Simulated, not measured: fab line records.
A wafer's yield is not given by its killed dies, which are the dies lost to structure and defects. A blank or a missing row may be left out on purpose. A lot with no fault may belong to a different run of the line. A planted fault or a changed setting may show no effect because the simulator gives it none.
Matching of chambers -- flow gf180mcu -- GF_PASSIVATION_CVD_00 on pecvd-03: 3 sister chambers
The step deposits SiO2 from TEOS, target thk 1000 nm, time 111.95 s. 14 wafers are shown with their chamber, then 7 later ones without.

WAFERS PAIRED WITH THEIR CHAMBERS
wafer,chamber,heaterPowerW (W),heaterPowerOuterW (W)
L081.1,1,915,528
L081.3,1,738,369
L081.4,2,451,248
L083.1,2,429,222
L083.2,0,661,410
L083.3,1,844,444
L088.1,1,870,496
L088.4,1,734,389
L088.6,2,495,278
L092.2,1,863,483
L092.4,1,920,525
L092.6,0,680,417
L094.4,1,854,466
L094.5,2,441,247

SIGNATURES, as means of the wafers listed above
reading,chamber 0,chamber 1,chamber 2,scatter within a chamber
heaterPowerW,670.50,842.25,454.00,58.7
heaterPowerOuterW,413.50,462.50,248.75,48.5
Rule: for each reading, subtract the chamber's mean from the wafer's reading, divide by that reading's scatter and square the result; add these up over the readings and take the root, which gives the wafer's distance from the chamber. The wafer belongs to the nearest chamber; if the next one is less than 2 further off, it can't be placed. The scatter: take each reading less its chamber's mean, square it, sum over the shown wafers, divide by the number of wafers less the number of chambers, and take the root.

WAFERS MISSING THEIR CHAMBER
wafer,heaterPowerW (W),heaterPowerOuterW (W)
L094.6,556,325
L096.3,846,464
L096.4,866,498
L096.5,684,410
L097.2,418,225
L097.4,550,330
L097.5,924,505

CHAMBER TAKEN BY EACH
wafer,from the rows above,in truth
L094.6,can't be placed: 2 or 0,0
L096.3,1,1
L096.4,1,1
L096.5,0,0
L097.2,2,2
L097.4,can't be placed: 2 or 0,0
L097.5,1,1
Correct placement for 5 of the 7. These rows do not allow placing 2 (true chamber among the candidates in 2). Placed wrongly: 0.
